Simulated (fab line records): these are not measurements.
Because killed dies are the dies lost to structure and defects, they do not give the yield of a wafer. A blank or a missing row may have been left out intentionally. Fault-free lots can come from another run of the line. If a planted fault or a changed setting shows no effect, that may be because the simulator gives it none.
fab line records + flow sky130
record:
- lots: 12
- wafers: 36
- last-day: 50
route steps=708 shown FIELD_ISO@1 VT_ADJUST_HVTR@140 POLY_CUT@319 METAL1@434
lots with no fault: from the same line, run without faults
start-h: the number of hours between the record's first day and the start of the first shown wafer of the lot + wait-h: hours from the lot's prior step to this one + " as in the row above + L1.1+2: a single row standing in for several wafers + - no value, or no start was given + * or withheld: withheld + < > ~ a bound
route shown NAME@n: names a module that has steps shown in the file, with the first one's number in the route + usual: mean and standard deviation over wafers with no fault + same: alike in all rows + chamber/n: place in a boat + sites: readings site by site + _std_site: their standard deviation + _edge_site: the outer-site mean with the inner-site mean subtracted + radius-mm: how far each site lies from the wafer's centre + mask NAME#n: copy n + behind: tool/chamber where the wafer was last shaped + hold: what put the lot on hold/how long, in hours/how the hold closed + device: names the non-switching transistor (n, p or np) + end of line: the route-end tests of the same wafers + a step without rows: its recipe alone + killed: dies lost to structure and defects at the first sort, not the wafer's yield + map: a wafer's dies, marking killed ones x, the rest . and places with no die _
set.NAME: setting as actually run; set.NAME@STEP: the setting as run at that earlier step + model.NAME: the simulator's own value behind a step, which no gauge read
one table for each step of the route and one row for each wafer, over a sample of lots
services: when a tool's chamber went out of use (start-h, in hours from the record's first day, below 0 if earlier), for how many hours, and the reason
== steps ==
step: SKY_FIELD_ISO_BOW_MEAS_00
recipe:
- mode: bow
usual:
- INCOMING_BOW: 0/6.5
| lot.wafer | tool          | chamber | start-h | wait-h | INCOMING_BOW[um] |
|-----------|---------------|---------|---------|--------|------------------|
| L198.1    | film-metro-01 | -       | 15.00   | -      | -2               |
| L198.4    | "             | -       | "       | "      | -3               |
| L198.6    | "             | -       | "       | "      | 4                |
| L200.1    | film-metro-03 | -       | 25.00   | -      | -3               |
| L200.5    | "             | -       | "       | "      | 6                |
| L200.6    | "             | -       | "       | "      | -4               |
| L201.1    | film-metro-02 | -       | 30.00   | -      | -11              |
| L201.4    | "             | -       | "       | "      | 6                |
| L201.6    | "             | -       | "       | "      | -4               |
| L204.1    | film-metro-01 | -       | 45.00   | -      | -3               |
| L204.2    | "             | -       | "       | "      | 3                |
| L204.3    | "             | -       | "       | "      | 4                |
| L205.2    | film-metro-03 | -       | 50.02   | -      | 6                |
| L205.3    | "             | -       | "       | "      | -1               |
| L205.5    | "             | -       | "       | "      | -5               |
| L208.3    | film-metro-02 | -       | 65.04   | -      | 3                |
| L208.4    | "             | -       | "       | "      | 12               |
| L208.6    | "             | -       | "       | "      | 2                |
| L209.1    | film-metro-02 | -       | 70.00   | -      | -3               |
| L209.4    | "             | -       | "       | "      | 3                |
| L209.6    | "             | -       | "       | "      | -5               |
| L210.3    | film-metro-03 | -       | 75.04   | -      | -5               |
| L210.5    | "             | -       | "       | "      | 5                |
| L210.6    | "             | -       | "       | "      | 12               |
| L211.1    | film-metro-02 | -       | 80.00   | -      | 1                |
| L211.5    | "             | -       | "       | "      | -3               |
| L211.6    | "             | -       | "       | "      | -9               |
| L212.1    | film-metro-02 | -       | 85.00   | -      | -2               |
| L212.2    | "             | -       | "       | "      | 0                |
| L212.4    | "             | -       | "       | "      | -8               |
| L219.2    | film-metro-01 | -       | 120.02  | -      | 5                |
| L219.5    | "             | -       | "       | "      | -4               |
| L219.6    | "             | -       | "       | "      | 12               |
| L220.2    | film-metro-01 | -       | 125.02  | -      | -7               |
| L220.3    | "             | -       | "       | "      | -4               |
| L220.5    | "             | -       | "       | "      | -3               |
step: SKY_VT_ADJUST_HVTR_IMPLANT_09
recipe:
- species: B
- energy-kev: 10
- dose-cm2: 2.1e+12
- tilt-deg: withheld
usual:
- beam-on-s: 10.00/0.2
- end-station-pressure-torr: 5.02e-06/2.9e-07
- faraday-current-uA: 11.84/0.24
| lot.wafer | tool         | chamber | start-h | wait-h | beam-on-s | end-station-pressure-torr | faraday-current-uA |
|-----------|--------------|---------|---------|--------|-----------|---------------------------|--------------------|
| L198.1    | implanter-04 | 0       | 214.41  | 0.0    | 9.79      | 5.08e-06                  | 12.06              |
| L198.4    | "            | 0       | "       | "      | 9.80      | 4.99e-06                  | 12.13              |
| L198.6    | "            | 0       | "       | "      | 9.94      | 4.89e-06                  | 11.83              |
| L200.1    | implanter-04 | 0       | 224.16  | 0.0    | 9.89      | 4.97e-06                  | 11.99              |
| L200.5    | "            | 0       | "       | "      | 9.57      | 5.29e-06                  | 12.39              |
| L200.6    | "            | 0       | "       | "      | 10.12     | 4.89e-06                  | 11.75              |
| L201.1    | implanter-03 | 0       | 237.64  | 0.0    | 9.73      | 5.35e-06                  | 12.17              |
| L201.4    | "            | 0       | "       | "      | 10.18     | 5.09e-06                  | 11.66              |
| L201.6    | "            | 0       | "       | "      | 10.48     | 5.08e-06                  | 11.28              |
| L204.1    | implanter-01 | 0       | 256.46  | 0.0    | 10.12     | 5.13e-06                  | 11.80              |
| L204.2    | "            | 0       | "       | "      | 9.71      | 4.86e-06                  | 12.18              |
| L204.3    | "            | 0       | "       | "      | 9.91      | 4.78e-06                  | 11.94              |
| L205.2    | implanter-04 | 0       | 264.89  | 0.0    | 9.83      | 4.27e-06                  | 12.03              |
| L205.3    | "            | 0       | "       | "      | 10.09     | 4.7e-06                   | 11.74              |
| L205.5    | "            | 0       | "       | "      | 9.97      | 4.73e-06                  | 11.89              |
| L208.3    | implanter-04 | 0       | 278.44  | 0.1    | 9.77      | 4.87e-06                  | 12.11              |
| L208.4    | "            | 0       | "       | "      | 9.70      | 4.62e-06                  | 12.22              |
| L208.6    | "            | 0       | "       | "      | 9.70      | 5.28e-06                  | 12.20              |
| L209.1    | implanter-04 | 0       | 298.09  | 0.0    | 11.62     | 8.803e-05                 | 10.24              |
| L209.4    | "            | 0       | "       | "      | 11.77     | 8.042e-05                 | 10.17              |
| L209.6    | "            | 0       | "       | "      | 11.78     | 9.214e-05                 | 10.12              |
| L210.3    | implanter-01 | 0       | 306.01  | 0.1    | 10.22     | 4.95e-06                  | 11.56              |
| L210.5    | "            | 0       | "       | "      | 10.38     | 5.02e-06                  | 11.38              |
| L210.6    | "            | 0       | "       | "      | 9.91      | 4.59e-06                  | 11.94              |
| L211.1    | implanter-04 | 0       | 309.66  | 0.0    | 12.04     | 9.617e-05                 | 9.85               |
| L211.5    | "            | 0       | "       | "      | 11.73     | 9.485e-05                 | 10.08              |
| L211.6    | "            | 0       | "       | "      | 11.95     | 8.776e-05                 | 9.99               |
| L212.1    | implanter-04 | 0       | 316.01  | 0.0    | 11.83     | 9.658e-05                 | 10.03              |
| L212.2    | "            | 0       | "       | "      | 11.75     | 8.643e-05                 | 10.12              |
| L212.4    | "            | 0       | "       | "      | 12.46     | 8.92e-05                  | 9.52               |
| L219.2    | implanter-01 | 0       | 371.19  | 0.0    | 9.84      | 5.14e-06                  | 12.02              |
| L219.5    | "            | 0       | "       | "      | 9.90      | 5.31e-06                  | 12.00              |
| L219.6    | "            | 0       | "       | "      | 9.82      | 5.26e-06                  | 12.03              |
| L220.2    | implanter-04 | 0       | 373.99  | 0.0    | 9.88      | 4.77e-06                  | 12.03              |
| L220.3    | "            | 0       | "       | "      | 10.10     | 4.53e-06                  | 11.75              |
| L220.5    | "            | 0       | "       | "      | 9.96      | 5.2e-06                   | 11.85              |
step: SKY_VT_ADJUST_HVTR_TW_MEAS_11
usual:
- VT_ADJUST_HVTR_TW: 209.4/1
| lot.wafer | tool          | chamber | start-h | wait-h | VT_ADJUST_HVTR_TW |
|-----------|---------------|---------|---------|--------|-------------------|
| L198.1    | film-metro-01 | -       | 214.66  | 0.1    | 209.5             |
| L198.4    | "             | -       | "       | "      | 209.2             |
| L198.6    | "             | -       | "       | "      | 208.4             |
| L200.1    | film-metro-01 | -       | 224.41  | 0.1    | 208.3             |
| L200.5    | "             | -       | "       | "      | 207.8             |
| L200.6    | "             | -       | "       | "      | 208.5             |
| L201.1    | film-metro-04 | -       | 237.89  | 0.1    | 210.3             |
| L201.4    | "             | -       | "       | "      | 209.6             |
| L201.6    | "             | -       | "       | "      | 211.0             |
| L204.1    | film-metro-04 | -       | 256.71  | 0.1    | 209.2             |
| L204.2    | "             | -       | "       | "      | 210.5             |
| L204.3    | "             | -       | "       | "      | 210.6             |
| L205.2    | film-metro-04 | -       | 265.12  | 0.1    | 209.7             |
| L205.3    | "             | -       | "       | "      | 209.9             |
| L205.5    | "             | -       | "       | "      | 209.8             |
| L208.3    | film-metro-04 | -       | 278.66  | 0.1    | 210.4             |
| L208.4    | "             | -       | "       | "      | 211.3             |
| L208.6    | "             | -       | "       | "      | 210.4             |
| L209.1    | film-metro-03 | -       | 298.34  | 0.1    | 219.7             |
| L209.4    | "             | -       | "       | "      | 220.1             |
| L209.6    | "             | -       | "       | "      | 219.5             |
| L210.3    | film-metro-01 | -       | 306.23  | 0.1    | 209.8             |
| L210.5    | "             | -       | "       | "      | 209.5             |
| L210.6    | "             | -       | "       | "      | 210.5             |
| L211.1    | film-metro-01 | -       | 309.91  | 0.1    | 221.5             |
| L211.5    | "             | -       | "       | "      | 221.3             |
| L211.6    | "             | -       | "       | "      | 220.7             |
| L212.1    | film-metro-04 | -       | 316.26  | 0.1    | 220.1             |
| L212.2    | "             | -       | "       | "      | 219.8             |
| L212.4    | "             | -       | "       | "      | 219.4             |
| L219.2    | film-metro-01 | -       | 371.42  | 0.1    | 210.5             |
| L219.5    | "             | -       | "       | "      | 210.5             |
| L219.6    | "             | -       | "       | "      | 209.4             |
| L220.2    | film-metro-01 | -       | 374.22  | 0.1    | 209.9             |
| L220.3    | "             | -       | "       | "      | 209.5             |
| L220.5    | "             | -       | "       | "      | 210.1             |
step: SKY_POLY_CUT_STRIP_12
recipe:
- chemistry: O2/N2
- power-w: 1400
- pressure-mtorr: 1500
- platen-temp-c: withheld
- o2-flow-sccm: 3000
- n2-flow-sccm: 300
- overash-fraction: 0.5
usual:
- drypump-motor-current-A: 5.6/0.58
- oes-product-au: 0.451/0.0051
- strip-time-to-endpoint-s: 5.362/0.018
| lot.wafer | tool            | chamber | start-h | wait-h | drypump-motor-current-A | oes-product-au | rf-hours-counter-h | strip-time-to-endpoint-s |
|-----------|-----------------|---------|---------|--------|-------------------------|----------------|--------------------|--------------------------|
| L198.1    | plasma-asher-02 | 0       | 567.05  | 0.0    | 5.3                     | 0.446          | 76                 | 5.337                    |
| L198.4    | "               | 1       | "       | "      | 5.1                     | 0.451          | -                  | 5.337                    |
| L198.6    | "               | 1       | "       | "      | 5.1                     | 0.445          | -                  | 5.341                    |
| L200.1    | plasma-asher-01 | 0       | 585.27  | 0.0    | 6.7                     | 0.446          | 47                 | 5.375                    |
| L200.5    | "               | 0       | "       | "      | 6.8                     | 0.453          | -                  | 5.356                    |
| L200.6    | "               | 1       | "       | "      | 5.8                     | 0.447          | -                  | 5.355                    |
| L201.1    | plasma-asher-01 | 0       | 596.17  | 0.0    | 6.7                     | 0.449          | 48                 | 5.331                    |
| L201.4    | "               | 1       | "       | "      | 5.8                     | 0.454          | -                  | 5.353                    |
| L201.6    | "               | 0       | "       | "      | 6.7                     | 0.449          | -                  | 5.340                    |
| L204.1    | plasma-asher-02 | 0       | 630.57  | 0.0    | 5.3                     | 0.454          | 83                 | 5.399                    |
| L204.2    | "               | 1       | "       | "      | 5.1                     | 0.457          | 83                 | 5.384                    |
| L204.3    | "               | 1       | "       | "      | 5.1                     | 0.463          | -                  | 5.365                    |
| L205.2    | plasma-asher-01 | 0       | 639.67  | 0.0    | 6.7                     | 0.451          | 53                 | 5.348                    |
| L205.3    | "               | 0       | "       | "      | 6.7                     | 0.454          | -                  | 5.354                    |
| L205.5    | "               | 0       | "       | "      | 6.7                     | 0.453          | -                  | 5.350                    |
| L208.3    | plasma-asher-01 | 1       | 652.57  | 0.1    | 5.8                     | 0.451          | -                  | 5.381                    |
| L208.4    | "               | 0       | "       | "      | 6.7                     | 0.460          | -                  | 5.346                    |
| L208.6    | "               | 1       | "       | "      | 5.8                     | 0.447          | -                  | 5.349                    |
| L209.1    | plasma-asher-02 | 0       | 670.75  | 0.0    | 5.3                     | 0.454          | 87                 | 5.360                    |
| L209.4    | "               | 1       | "       | "      | 5.1                     | 0.442          | -                  | 5.352                    |
| L209.6    | "               | 0       | "       | "      | 5.3                     | 0.453          | -                  | 5.362                    |
| L210.3    | plasma-asher-04 | 0       | 678.08  | 0.1    | 5.7                     | 0.454          | -                  | 5.389                    |
| L210.5    | "               | 0       | "       | "      | 5.7                     | 0.450          | -                  | 5.385                    |
| L210.6    | "               | 1       | "       | "      | 6.1                     | 0.459          | -                  | 5.353                    |
| L211.1    | plasma-asher-02 | 0       | 681.65  | 0.0    | 5.3                     | 0.451          | 88                 | 5.356                    |
| L211.5    | "               | 0       | "       | "      | 5.3                     | 0.449          | -                  | 5.354                    |
| L211.6    | "               | 1       | "       | "      | 5.1                     | 0.452          | -                  | 5.364                    |
| L212.1    | plasma-asher-04 | 0       | 691.25  | 0.0    | 5.7                     | 0.451          | 86                 | 5.390                    |
| L212.2    | "               | 1       | "       | "      | 6.1                     | 0.448          | 86                 | 5.394                    |
| L212.4    | "               | 0       | "       | "      | 5.7                     | 0.439          | -                  | 5.396                    |
| L220.2    | plasma-asher-02 | 1       | 742.47  | 0.0    | 5.1                     | 0.450          | 94                 | 5.358                    |
| L220.3    | "               | 1       | "       | "      | 5.0                     | 0.449          | -                  | 5.344                    |
| L220.5    | "               | 1       | "       | "      | 5.1                     | 0.452          | -                  | 5.341                    |
| L219.2    | plasma-asher-02 | 0       | 746.82  | 0.0    | 5.2                     | 0.455          | 94                 | 5.366                    |
| L219.5    | "               | 0       | "       | "      | 5.3                     | 0.452          | -                  | 5.357                    |
| L219.6    | "               | 1       | "       | "      | 5.1                     | 0.452          | -                  | 5.363                    |
step: SKY_METAL1_SPUTTER_00
recipe:
- material: Ti
- target-thk-nm: 15
- power-w: 3000
- time-s: 10
- chamber-pressure-pa: 0.4
usual:
- throttle-valve-pct: 30.0/1
| lot.wafer | tool           | chamber | start-h | wait-h | throttle-valve-pct |
|-----------|----------------|---------|---------|--------|--------------------|
| L198.1    | pvd-sputter-04 | -       | 745.78  | 0.2    | 28.7               |
| L198.4    | "              | -       | "       | "      | 30.2               |
| L198.6    | "              | -       | "       | "      | 32.0               |
| L200.1    | pvd-sputter-01 | -       | 759.59  | 0.1    | 29.2               |
| L200.5    | "              | -       | "       | "      | 30.2               |
| L200.6    | "              | -       | "       | "      | 29.8               |
| L201.1    | pvd-sputter-02 | -       | 772.50  | 0.1    | 30.5               |
| L201.4    | "              | -       | "       | "      | 29.6               |
| L201.6    | "              | -       | "       | "      | 30.2               |
| L204.1    | pvd-sputter-02 | -       | 800.61  | 0.1    | 30.3               |
| L204.2    | "              | -       | "       | "      | 29.7               |
| L204.3    | "              | -       | "       | "      | 30.5               |
| L205.2    | pvd-sputter-02 | -       | 811.33  | 0.1    | 30.4               |
| L205.3    | "              | -       | "       | "      | 29.8               |
| L205.5    | "              | -       | "       | "      | 29.8               |
| L208.3    | pvd-sputter-01 | -       | 824.54  | 0.1    | 30.3               |
| L208.4    | "              | -       | "       | "      | 29.7               |
| L208.6    | "              | -       | "       | "      | 28.7               |
| L209.1    | pvd-sputter-04 | -       | 840.50  | 0.2    | 31.9               |
| L209.4    | "              | -       | "       | "      | 31.9               |
| L209.6    | "              | -       | "       | "      | 30.3               |
| L210.3    | pvd-sputter-01 | -       | 848.86  | 0.1    | 29.1               |
| L210.5    | "              | -       | "       | "      | 30.3               |
| L210.6    | "              | -       | "       | "      | 29.1               |
| L211.1    | pvd-sputter-01 | -       | 849.89  | 0.1    | 28.8               |
| L211.5    | "              | -       | "       | "      | 29.7               |
| L211.6    | "              | -       | "       | "      | 29.1               |
| L212.1    | pvd-sputter-01 | -       | 858.83  | 0.1    | 29.0               |
| L212.2    | "              | -       | "       | "      | 30.0               |
| L212.4    | "              | -       | "       | "      | 29.1               |
| L220.2    | pvd-sputter-04 | -       | 906.26  | 0.1    | 30.1               |
| L220.3    | "              | -       | "       | "      | 32.2               |
| L220.5    | "              | -       | "       | "      | 28.6               |
| L219.2    | pvd-sputter-02 | -       | 909.69  | 0.1    | 29.7               |
| L219.5    | "              | -       | "       | "      | 29.7               |
| L219.6    | "              | -       | "       | "      | 29.5               |
== services ==
| tool            | chamber | start-h | hours | kind   |
|-----------------|---------|---------|-------|--------|
| implanter-04    | -       | 202.04  | 4.4   | pm     |
| pvd-sputter-01  | -       | 230.90  | 18.9  | repair |
| plasma-asher-02 | -       | 285.37  | 3.1   | repair |
| plasma-asher-02 | -       | 297.92  | 4.2   | repair |
| plasma-asher-01 | -       | 309.62  | 1.1   | repair |
| implanter-04    | -       | 349.46  | 3.4   | repair |
| implanter-04    | -       | 400.43  | 3.6   | repair |
| pvd-sputter-01  | -       | 427.21  | 0.7   | repair |
| implanter-04    | -       | 471.98  | 1.1   | repair |
| pvd-sputter-01  | -       | 486.71  | 4.6   | repair |
| implanter-04    | -       | 516.78  | 2.9   | pm     |
| plasma-asher-02 | -       | 546.82  | 2.8   | pm     |
| plasma-asher-02 | -       | 577.61  | 15.6  | pm     |
| pvd-sputter-01  | -       | 640.99  | 2.2   | repair |
| implanter-04    | -       | 671.37  | 1.6   | repair |
| implanter-04    | -       | 672.57  | 7.1   | repair |
| implanter-04    | -       | 690.95  | 5.3   | pm     |
| pvd-sputter-01  | -       | 716.26  | 9.7   | repair |
| plasma-asher-02 | -       | 743.40  | 3.0   | repair |
| pvd-sputter-01  | -       | 749.28  | 1.8   | repair |
| implanter-04    | -       | 825.81  | 28.4  | pm     |
| plasma-asher-02 | -       | 827.59  | 0.6   | repair |
| pvd-sputter-01  | -       | 850.76  | 3.4   | repair |
| implanter-04    | -       | 864.35  | 84.1  | pm     |
== key ==
first-sign:
- step: SKY_VT_ADJUST_HVTR_IMPLANT_09
- reading: end-station-pressure-torr
- direction: up
- sigmas: 99+
- usual: 5.02e-06
- struck: 9.018e-05
effect:
- step: SKY_VT_ADJUST_HVTR_IMPLANT_09
- reading: beam-on-s
- direction: up
- sigmas: 9.4
- usual: 10.00
- struck: 11.88
effect:
- step: SKY_VT_ADJUST_HVTR_TW_MEAS_11
- reading: VT_ADJUST_HVTR_TW
- direction: up
- sigmas: 11
- usual: 209.4
- struck: 220.2
met-at SKY_VT_ADJUST_HVTR_IMPLANT_09
struck-lots L209,L211,L212
tester-left-out L209,L211,L212
not-acting-at SKY_FIELD_ISO_BOW_MEAS_00,SKY_POLY_CUT_STRIP_12,SKY_METAL1_SPUTTER_00
onset-between 278.44 298.09
fault:
- kind: process-parameter-drift
- tool: implanter-04
- chamber: -
- onset-h: 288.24
- steps: SKY_VT_ADJUST_HVTR_IMPLANT_09
- channel: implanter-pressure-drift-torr
- offset: 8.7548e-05
- shape: step
- end-h: 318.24
fault:
- kind: process-parameter-drift
- tool: implanter-04
- chamber: -
- onset-h: 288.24
- steps: SKY_VT_ADJUST_HVTR_IMPLANT_09
- channel: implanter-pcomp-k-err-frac
- offset: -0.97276
- shape: step
- end-h: 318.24
tester-left-out: of these lots the tester's yield and bins aren't shown, on N5 and GAA mostly nor the transistor test; their killed dies are dies lost to structure and defects alone, not to doping, threshold or leakage, so they don't give the yield
